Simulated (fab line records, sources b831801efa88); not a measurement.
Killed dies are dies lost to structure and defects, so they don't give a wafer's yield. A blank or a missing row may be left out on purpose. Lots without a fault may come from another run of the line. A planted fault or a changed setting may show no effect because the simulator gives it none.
One fault seen from 2 desks | flow sky130 | each desk has only its own numbers; what lay behind them comes last

THE TOOL OWNER'S DESK: litho_track-03
The tool's own readings at SKY_VIA3_HMDS_05 (prime time 60 s): means of the sampled wafers that have a number, for each lot that ran on this tool. A lot is out of limits, marked OUT, if its mean lies more than 4 standard deviations from the usual mean; the brackets give that distance.
Columns: A = prime_temp_c at SKY_VIA3_HMDS_05, usual 120.01 C
lot  | first seen here | A
L493 | day 38 21:50    | 120.14
L495 | day 39 17:20    | 119.94
L496 | day 39 22:21    | 124.63 (+31) OUT
L497 | day 40 05:33    | 124.70 (+31) OUT
L508 | day 43 20:35    | 120.07
L511 | day 44 11:47    | 119.79
L515 | day 46 01:59    | 119.93
L514 | day 46 07:22    | 119.92
This desk's finding: out of limits on L496, L497; first on L496, day 39 22:21 (prime_temp_c at SKY_VIA3_HMDS_05). In limits: L493, L495, L508, L511, L515, L514.

THE METROLOGY DESK
What the gauges read, lot by lot, whatever tool the lot ran on: means of the sampled wafers that have a number. A lot is out of limits, marked OUT, if its mean lies more than 4 standard deviations from the usual mean; the brackets give that distance.
Columns: A = cd_nm at SKY_VIA2_CD_MEAS_12, usual 200.0 nm; B = VIA2_W_RS at SKY_VIA2_RS_MEAS_22, usual 0.2722 ohm/sq
lot  | first seen here | A     | B
L493 | day 36 02:11    | 200.1 | 0.2735
L494 | day 36 18:18    | 199.5 | 0.2746
L495 | day 36 22:04    | 198.4 | 0.2690
L496 | day 37 03:50    | 200.2 | 0.2756
L497 | day 37 11:31    | 199.9 | 0.2713
L505 | day 39 23:10    | 198.6 | 0.2734
L507 | day 40 16:10    | 200.9 | 0.2708
L508 | day 41 06:36    | 200.3 | 0.2718
L510 | day 41 21:00    | 202.0 | 0.2691
L511 | day 41 23:07    | 203.6 | 0.2695
L516 | day 43 14:14    | 199.0 | 0.2721
L515 | day 43 15:57    | 201.5 | 0.2753
L514 | day 43 20:38    | 200.1 | 0.2690
This desk's finding: nothing out of limits on any of the 13 lots.

PUT TOGETHER
The tool owner's desk could have raised an alarm at day 39 22:21, on L496, L497.
The metrology desk saw nothing out of limits.
The metrology desk has L496, L497 on record, within its limits.
Of the lots named, all ran SKY_VIA3_HMDS_05 on litho_track-03.

WHAT THE SIMULATOR HAD PUT IN
Process parameter drift: litho_track-03, from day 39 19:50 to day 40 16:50, at SKY_VIA3_HMDS_05. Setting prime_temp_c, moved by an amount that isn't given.
Lots struck among those shown: L496, L497.
Hours from the fault's start to each desk's first reading out of limits: the tool owner's desk, 3.
